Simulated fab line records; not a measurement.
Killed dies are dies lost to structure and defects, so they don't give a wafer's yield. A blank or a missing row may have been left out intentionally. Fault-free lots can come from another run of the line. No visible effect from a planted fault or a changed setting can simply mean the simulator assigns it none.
One fault seen from 2 desks ; flow sky130 ; numbers are kept per desk, each desk with only its own; the story behind them comes last

## AT THE METROLOGY DESK
Lot by lot, what the gauges showed, no matter which tool ran the lot: averages of those sampled wafers that carry a number. If a lot's mean is further than 4 standard deviations from the usual mean, the lot is out of limits and carries the mark OUT (the distance appears in the brackets).
Columns: A = POLY_GATE_OXIDATION_THK at SKY_POLY_GATE_THK_MEAS_21, usual 3.98 nm; B = LDD_N_OVL at SKY_LDD_N_OVL_MEAS_07, usual -0.8 nm; C = LDD_HVN_OVL at SKY_LDD_HVN_OVL_MEAS_07, usual 0.3 nm
lot;first seen here;A;B;C
L445;day 17 10:35;4.01;0.9;1.0
L447;day 18 05:34;3.92;2.1;0.4
L448;day 18 07:23;3.96;-1.0;1.4
L449;day 18 20:07;3.94;-0.8;0.3
L450;day 19 07:56;3.79;2.7;0.4
L451;day 19 10:43;4.00;-1.0;1.4
L452;day 20 14:26;4.02;-3.6;0.1
L456;day 21 15:01;3.29 (-9.1) OUT;-0.4;-0.1
L459;day 22 09:43;3.39 (-7.7) OUT;-0.5;-0.7
L464;day 24 01:32;3.99;-0.2;0.3
L466;day 25 05:08;4.00;-1.4;0.9
L465;day 25 05:31;3.96;-1.3;1.0
Per this desk, out of limits: L456, L459; the first was L456, day 21 15:01 (POLY_GATE_OXIDATION_THK at SKY_POLY_GATE_THK_MEAS_21). L445, L447, L448, L449, L450, L451, L452, L464, L466, L465: within limits.

## DESK OF THE TOOL OWNER: furnace-01
The tool's own readings at SKY_POLY_GATE_OXIDATION_20 (stabilise 600 s, purge 300 s, target thk 4 nm): means of the sampled wafers that have a number, for each lot that ran on this tool. If a lot's mean is further than 4 standard deviations from the usual mean, the lot is out of limits and carries the mark OUT (the distance appears in the brackets).
Columns: A = spikeTcBottomC at SKY_POLY_GATE_OXIDATION_20, usual 867.6 C
lot;first seen here;A
L445;day 17 09:20;865.8
L449;day 18 18:52;865.5
L451;day 19 09:27;865.1
L456;day 21 13:45;866.1
L459;day 22 08:28;865.3
L466;day 25 03:53;865.1
This desk's verdict: no lot among the 6 shows anything out of limits.

## BROUGHT TOGETHER
On L456, L459, the metrology desk was in a position to raise an alarm at day 21 15:01.
Nothing out of limits was seen by the tool owner's desk.
On record at the tool owner's desk: L456, L459, within its limits.
All the named lots went through SKY_POLY_GATE_OXIDATION_20 on furnace-01.

## WHAT WAS PUT IN BY THE SIMULATOR
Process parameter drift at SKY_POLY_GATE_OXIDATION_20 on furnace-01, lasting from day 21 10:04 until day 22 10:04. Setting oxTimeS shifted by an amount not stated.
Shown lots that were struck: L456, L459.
Hours from the fault's start to each desk's first reading out of limits: the metrology desk, 5.
